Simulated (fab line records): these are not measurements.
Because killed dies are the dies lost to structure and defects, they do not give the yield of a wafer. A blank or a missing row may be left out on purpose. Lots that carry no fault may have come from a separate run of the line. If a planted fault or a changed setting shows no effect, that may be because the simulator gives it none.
fab line records ; flow sky130
record lots=7; wafers=18; last_day=50
route steps=708 shown GATE_OXIDE@197 POLY_GATE@204 RES_PROTECT@206 PAD_OPEN@708
lots that met no fault: from a run of the same line without faults
start_h: hours from the record's opening day to when the first of the lot's shown wafers began ; wait_h: hours from the lot's prior step to this one ; " identical to the entry in the row above ; L1.1+2: a row that stands for several wafers ; - no value, or no start was given ; * or withheld: withheld ; < > ~ a bound
route shown NAME@n: NAME is a module with steps in the file, n the number in the route of the first one ; usual: mean/standard deviation taken from wafers without a fault ; same: alike in all rows ; chamber/n: place in a boat ; sites: the reading at each site ; _std_site: their standard deviation ; _edge_site: inner sites' mean taken away from outer sites' mean ; radius_mm: how far each site lies from the wafer's centre ; mask NAME#n: copy n ; behind: the last tool/chamber to shape the wafer ; hold: what put the lot on hold/how long, in hours/how the hold closed ; device: transistor that didn't switch, given as n, p or np ; end of line: at the end of the route, the tests of the same wafers ; a step with no rows: only its recipe ; killed: at the first sort, the dies lost to defects and structure; wafer yield is something else ; map: dies across one wafer; x = killed, . = not, _ = none there
set.NAME: the setting that was run; set.NAME@STEP: the one run at that earlier step ; model.NAME: the simulator's own value behind a step, which no gauge read
lots at selected steps of the route; one table per step, one row per wafer
services: a tool's chamber out of use, with start hour (start_h, from the record's first day; less than 0 if before it), hours out, and reason
## steps
# step SKY_GATE_OXIDE_OVL_MEAS_10
# usual GATE_OXIDE_OVL=-0.4/1.2
lot.wafer;tool;chamber;start_h;wait_h;GATE_OXIDE_OVL[nm]
L528.2;overlay-01;-;362.80;0.1;-0.6
L528.3;overlay-01;-;362.80;0.1;-0.8
L528.6;overlay-01;-;362.80;0.1;-1.1
L533.2;overlay-02;-;396.20;0.1;-0.7
L533.4;overlay-02;-;396.20;0.1;0.1
L536.2;overlay-02;-;412.95;0.1;-1.4
L536.4;overlay-02;-;412.95;0.1;0.5
L538.4;overlay-02;-;423.56;0.1;1.5
L538.5;overlay-02;-;423.56;0.1;0.5
L544.2;overlay-01;-;469.96;0.1;-1.4
L544.3;overlay-01;-;469.96;0.1;-1.5
L544.6;overlay-01;-;469.96;0.1;-1.7
L547.2;overlay-01;-;489.76;0.1;0.2
L547.4;overlay-01;-;489.76;0.1;0.6
L547.6;overlay-01;-;489.76;0.1;-3.0
L548.3;overlay-02;-;500.41;0.1;-1.1
L548.4;overlay-02;-;500.41;0.1;-1.5
L548.5;overlay-02;-;500.41;0.1;-1.5
# step SKY_GATE_OXIDE_IMPLANT_11
# recipe species=B; energy_kev=10; dose_cm2=2.6e+12; tilt_deg=withheld
# step SKY_GATE_OXIDE_WET_ETCH_12
# recipe chemistry=dHF; target_depth_nm=16.8; dry=n2_spin; target=SiO2; dilution=100:1; temp_c=25; time_s=336
# step SKY_GATE_OXIDE_STRIP_13
# recipe chemistry=O2/N2; power_w=1400; pressure_mtorr=1500; platen_temp_c=withheld; o2_flow_sccm=3000; n2_flow_sccm=300; overash_fraction=0.5
# usual drypump_motor_current_A=5.6/0.54; o2_flow_sccm=3001/9; oes_product_au=0.716/0.0043; strip_time_to_endpoint_s=14.18/0.043
lot.wafer;tool;chamber;start_h;wait_h;drypump_motor_current_A;o2_flow_sccm;oes_product_au;rf_hours_counter_h;strip_time_to_endpoint_s
L528.2;plasma_asher-01;0;363.09;0.0;5.2;3009;0.719;68;14.11
L528.3;plasma_asher-01;1;363.09;0.0;6.2;3003;0.718;-;14.12
L528.6;plasma_asher-01;1;363.09;0.0;6.2;3005;0.722;-;14.15
L533.2;plasma_asher-03;0;396.49;0.0;6.2;3010;0.716;58;14.29
L533.4;plasma_asher-03;0;396.49;0.0;6.2;3019;0.705;-;14.23
L536.2;plasma_asher-01;1;413.23;0.0;6.2;3015;0.714;73;14.21
L536.4;plasma_asher-01;0;413.23;0.0;5.2;3006;0.713;-;14.17
L538.4;plasma_asher-02;0;423.87;0.0;4.7;3000;0.714;-;14.10
L538.5;plasma_asher-02;0;423.87;0.0;4.8;3001;0.717;-;14.07
L544.2;plasma_asher-02;0;470.24;0.0;4.8;2988;0.720;33;14.15
L544.3;plasma_asher-02;1;470.24;0.0;5.9;2999;0.715;-;14.16
L544.6;plasma_asher-02;0;470.24;0.0;4.7;2981;0.723;-;14.15
L547.2;plasma_asher-02;0;490.04;0.0;4.8;2987;0.714;36;14.07
L547.4;plasma_asher-02;1;490.04;0.0;5.9;2995;0.713;-;14.12
L547.6;plasma_asher-02;0;490.04;0.0;4.8;2995;0.713;-;14.10
L548.3;plasma_asher-02;0;500.73;0.0;4.8;3002;0.710;-;14.17
L548.4;plasma_asher-02;1;500.73;0.0;5.9;2998;0.704;-;14.19
L548.5;plasma_asher-02;1;500.73;0.0;5.9;3010;0.717;-;14.24
# step SKY_GATE_OXIDE_TW_MEAS_14
# usual GATE_OXIDE_TW=225.0/1.4
lot.wafer;tool;chamber;start_h;wait_h;GATE_OXIDE_TW
L528.2;film_metro-02;-;363.20;0.1;225.2
L528.3;film_metro-02;-;363.20;0.1;225.7
L528.6;film_metro-02;-;363.20;0.1;226.0
L533.2;film_metro-04;-;396.60;0.1;226.2
L533.4;film_metro-04;-;396.60;0.1;226.4
L536.2;film_metro-02;-;413.34;0.1;223.9
L536.4;film_metro-02;-;413.34;0.1;226.0
L538.4;film_metro-02;-;423.96;0.1;225.0
L538.5;film_metro-02;-;423.96;0.1;225.6
L544.2;film_metro-02;-;470.35;0.1;224.2
L544.3;film_metro-02;-;470.35;0.1;224.0
L544.6;film_metro-02;-;470.35;0.1;224.6
L547.2;film_metro-03;-;490.15;0.1;221.5
L547.4;film_metro-03;-;490.15;0.1;221.0
L547.6;film_metro-03;-;490.15;0.1;221.3
L548.3;film_metro-04;-;500.82;0.1;224.9
L548.4;film_metro-04;-;500.82;0.1;224.5
L548.5;film_metro-04;-;500.82;0.1;224.9
# step SKY_GATE_OXIDE_CLEAN_15
# recipe chemistry=SC1/SC2; mix=1:4:20; temp_c=70; time_s=150; dry=n2_spin
# step SKY_GATE_OXIDE_OXIDATION_16
# recipe temp_c=800; ambient=O2; idle_temp_c=700; ramp_up_c_per_min=10; ramp_down_c_per_min=3; stabilise_s=600; purge_s=300; target_thk_a=35.7; ox_time_s=1915
# step SKY_POLY_GATE_CVD_00
# recipe material=poly-Si; target_thk_nm=180; temp_c=620; time_s=720; pressure_mtorr=200
# step SKY_POLY_GATE_THK_MEAS_01
# recipe reads=poly-Si_of_POLY_GATE_CVD_00
# usual POLY_GATE_CVD_00_THK=179.7/1.8
lot.wafer;tool;chamber;start_h;wait_h;POLY_GATE_CVD_00_THK[nm]
L528.2;film_metro-01;-;367.35;0.0;178.1
L528.3;film_metro-01;-;367.35;0.0;178.4
L528.6;film_metro-01;-;367.35;0.0;178.5
L533.2;film_metro-03;-;403.99;0.0;181.1
L533.4;film_metro-03;-;403.99;0.0;180.7
L536.2;film_metro-02;-;423.67;0.0;178.7
L536.4;film_metro-02;-;423.67;0.0;179.7
L538.4;film_metro-03;-;432.16;0.0;180.8
L538.5;film_metro-03;-;432.16;0.0;180.0
L544.2;film_metro-01;-;474.38;0.0;181.9
L544.3;film_metro-01;-;474.38;0.0;181.0
L544.6;film_metro-01;-;474.38;0.0;181.1
L547.2;film_metro-01;-;494.47;0.0;178.6
L547.4;film_metro-01;-;494.47;0.0;178.4
L547.6;film_metro-01;-;494.47;0.0;178.5
L548.3;film_metro-03;-;503.66;0.0;177.9
L548.4;film_metro-03;-;503.66;0.0;177.4
L548.5;film_metro-03;-;503.66;0.0;177.1
# step SKY_RES_PROTECT_DEHYDRATE_00
# recipe temp_c=200; time_s=60
# step SKY_RES_PROTECT_HMDS_01
# recipe prime_time_s=60; prime_temp_c=120
# step SKY_RES_PROTECT_COAT_02
# recipe resist=NOVOLAK; spin_rpm=3000; resist_thk_nm=1140
# step SKY_RES_PROTECT_SOFTBAKE_03
# recipe temp_c=90; time_s=60; resist=NOVOLAK
# usual heater_power_total_W=56.59/0.042; resist_line_temp_C=22.96/0.099; run_length_s=89.22/0.25
lot.wafer;tool;chamber;start_h;wait_h;heater_power_total_W;resist_line_temp_C;run_length_s
L528.2;litho_track-03;0;381.82;0.1;56.58;23.04;89.71
L528.3;litho_track-03;0;381.82;0.1;56.65;23.05;89.55
L528.6;litho_track-03;0;381.82;0.1;56.62;22.92;89.45
L533.2;litho_track-04;0;417.52;0.1;58.43;22.94;83.75
L533.4;litho_track-04;0;417.52;0.1;58.36;22.91;83.50
L536.2;litho_track-04;0;438.42;0.1;58.35;22.98;83.39
L536.4;litho_track-04;0;438.42;0.1;58.46;22.92;83.53
L538.4;litho_track-04;0;446.47;0.1;58.31;22.79;83.50
L538.5;litho_track-04;0;446.47;0.1;56.58;23.12;89.00
L544.2;litho_track-03;0;489.22;0.1;56.64;22.93;89.50
L544.3;litho_track-03;0;489.22;0.1;56.64;22.97;89.69
L544.6;litho_track-03;0;489.22;0.1;56.54;22.89;89.47
L547.2;litho_track-02;0;509.38;0.1;56.62;23.08;89.07
L547.4;litho_track-02;0;509.38;0.1;56.63;23.03;89.10
L547.6;litho_track-02;0;509.38;0.1;56.50;22.79;88.97
L548.3;litho_track-04;0;518.14;0.1;56.62;23.01;88.95
L548.4;litho_track-04;0;518.14;0.1;56.56;22.93;88.97
L548.5;litho_track-04;0;518.14;0.1;56.58;23.11;89.13
# step SKY_RES_PROTECT_EXPOSE_04
# recipe mask_id=RPM; na=0.6; source_shape=conventional; sigma_outer=0.6; polarization=unpolarized; target_cd_nm=1270; dose_mj=131
# step SKY_PAD_OPEN_PROBE_99
# usual killed_at_M0_to_M3=44/6.9; killed_at_M4_up=3.3/1.7; killed_at_contacts=24/5.5; killed_at_front_end=16/4.5; killed_at_other=0.2/0.46; killed_dies=87/9.1; killed_open=48/7.3; killed_short=39/6.2
# same gross_dies=492; killed_at_back_side=0
lot.wafer;tool;chamber;start_h;wait_h;killed_at_M0_to_M3;killed_at_M4_up;killed_at_contacts;killed_at_front_end;killed_at_other;killed_dies;killed_open;killed_short
L533.2;prober-01;-;1140.21;0.1;32;3;22;17;1;75;40;35
L533.4;prober-01;-;1140.31;0.2;39;4;19;7;0;69;39;30
L536.2;prober-02;-;1165.07;0.1;50;7;16;15;0;88;39;49
L536.4;prober-02;-;1165.17;0.2;41;3;22;13;0;79;43;36
L538.4;prober-02;-;1170.08;0.2;52;4;23;14;0;93;57;36
L538.5;prober-02;-;1170.13;0.2;44;3;35;11;0;93;45;48
L544.2;prober-01;-;1180.47;0.1;49;3;27;17;0;96;46;50
L544.3;prober-01;-;1180.52;0.2;38;2;23;15;0;78;44;34
L544.6;prober-01;-;1180.67;0.2;47;3;23;9;0;82;44;38
L547.2;prober-02;-;1195.82;0.1;38;5;26;15;0;84;45;39
L547.4;prober-02;-;1195.92;0.2;46;4;22;20;0;92;59;31
L547.6;prober-02;-;1196.02;0.2;34;3;22;14;0;73;42;31
# killed by level:class
L533.2 LI_CONTACT:geometric_particle:open=6 CONTACT:geometric_particle:short=5 CONTACT:geometric_particle:open=5 VIA2:geometric_particle:open=5 FIELD_ISO:geometric_particle:open=4 LOCAL_INTERCONNECT:geometric_particle:short=4 METAL1:geometric_particle:short=4 VIA3:geometric_particle:open=4
L533.4 VIA2:geometric_particle:open=11 METAL2:geometric_particle:short=6 VIA1:geometric_particle:open=6 VIA3:geometric_particle:open=6 LI_CONTACT:geometric_particle:open=5 LOCAL_INTERCONNECT:geometric_particle:short=5 CONTACT:geometric_particle:open=5 METAL3:geometric_particle:short=4
L536.2 VIA1:geometric_particle:short=9 METAL2:geometric_particle:short=8 VIA1:geometric_particle:open=7 VIA2:geometric_particle:open=6 LI_CONTACT:geometric_particle:open=5 METAL4:geometric_particle:short=5 VIA3:geometric_particle:short=5 FIELD_ISO:geometric_particle:open=4
L536.4 LI_CONTACT:geometric_particle:open=10 VIA1:geometric_particle:open=8 VIA3:geometric_particle:open=8 VIA2:geometric_particle:open=6 METAL1:geometric_particle:short=5 FIELD_ISO:geometric_particle:short=4 POLY_GATE:geometric_particle:short=4 VIA2:geometric_particle:short=4
L538.4 CONTACT:geometric_particle:open=9 VIA1:geometric_particle:open=9 VIA3:geometric_particle:open=7 METAL2:geometric_particle:short=7 VIA1:geometric_particle:short=6 VIA2:geometric_particle:open=6 LI_CONTACT:geometric_particle:open=5 FIELD_ISO:geometric_particle:open=4
L538.5 CONTACT:geometric_particle:open=12 LI_CONTACT:geometric_particle:open=9 VIA1:geometric_particle:short=8 VIA2:geometric_particle:open=6 LOCAL_INTERCONNECT:geometric_particle:short=6 VIA1:geometric_particle:open=6 POLY_GATE:geometric_particle:short=5 VIA2:geometric_particle:short=5
L544.2 CONTACT:geometric_particle:short=10 VIA1:geometric_particle:open=9 LOCAL_INTERCONNECT:geometric_particle:short=6 VIA1:geometric_particle:short=6 VIA3:geometric_particle:open=6 METAL2:geometric_particle:short=5 METAL1:geometric_particle:open=5 METAL1:geometric_particle:short=5
L544.3 VIA1:geometric_particle:open=11 CONTACT:geometric_particle:open=8 FIELD_ISO:geometric_particle:open=6 VIA3:geometric_particle:open=6 LI_CONTACT:geometric_particle:open=5 CONTACT:geometric_particle:short=5 METAL1:geometric_particle:short=5 FIELD_ISO:geometric_particle:short=4
L544.6 VIA1:geometric_particle:open=11 CONTACT:geometric_particle:open=8 METAL1:geometric_particle:short=8 VIA3:geometric_particle:open=7 LI_CONTACT:geometric_particle:open=5 VIA2:geometric_particle:open=5 LOCAL_INTERCONNECT:geometric_particle:short=4 VIA2:geometric_particle:short=4
L547.2 VIA1:geometric_particle:open=11 CONTACT:geometric_particle:open=9 LI_CONTACT:geometric_particle:open=6 FIELD_ISO:geometric_particle:short=5 FIELD_ISO:geometric_particle:open=5 CONTACT:geometric_particle:short=5 METAL1:geometric_particle:short=5 VIA1:geometric_particle:short=5
L547.4 VIA1:geometric_particle:open=11 VIA3:geometric_particle:open=11 LI_CONTACT:geometric_particle:open=8 VIA2:geometric_particle:open=8 CONTACT:geometric_particle:open=8 FIELD_ISO:geometric_particle:short=5 FIELD_ISO:geometric_particle:open=5 POLY_GATE:geometric_particle:open=4
L547.6 LI_CONTACT:geometric_particle:open=9 VIA1:geometric_particle:open=8 VIA3:geometric_particle:open=8 CONTACT:geometric_particle:open=6 FIELD_ISO:geometric_particle:short=5 LI_CONTACT:geometric_particle:short=5 VIA2:geometric_particle:open=5 FIELD_ISO:geometric_particle:open=4
## services
tool;chamber;start_h;hours;kind
plasma_asher-02;-;357.72;8.3;repair
plasma_asher-01;-;421.25;9.0;pm
plasma_asher-01;0;421.25;9.0;vent_cycle
plasma_asher-01;1;421.25;9.0;vent_cycle
plasma_asher-01;0;430.25;-;clean
plasma_asher-01;1;430.25;-;clean
plasma_asher-01;-;477.49;2.8;pm
plasma_asher-01;-;510.01;28.1;pm
plasma_asher-02;-;512.90;14.6;pm
## key
first_sign step=SKY_RES_PROTECT_SOFTBAKE_03; reading=heater_power_total_W; direction=up; sigmas=43; usual=*; struck=*
effect step=SKY_RES_PROTECT_SOFTBAKE_03; reading=run_length_s; direction=down; sigmas=23; usual=*; struck=*
met_at SKY_RES_PROTECT_SOFTBAKE_03
struck_wafers L533.2,L533.4,L536.2,L536.4,L538.4
tester_left_out L533,L536,L538
fault kind=process_parameter_drift; tool=litho_track-04; chamber=-; onset_h=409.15; steps=SKY_RES_PROTECT_SOFTBAKE_03; channel=time_s; offset=*; shape=step; end_h=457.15; scope=struck_wafers_only; acts_in=*; stated=*
# tester_left_out: of these lots the tester's yield and bins aren't shown, on N5 and GAA mostly nor the transistor test; their killed dies are dies lost to structure and defects alone, not to doping, threshold or leakage, so they don't give the yield
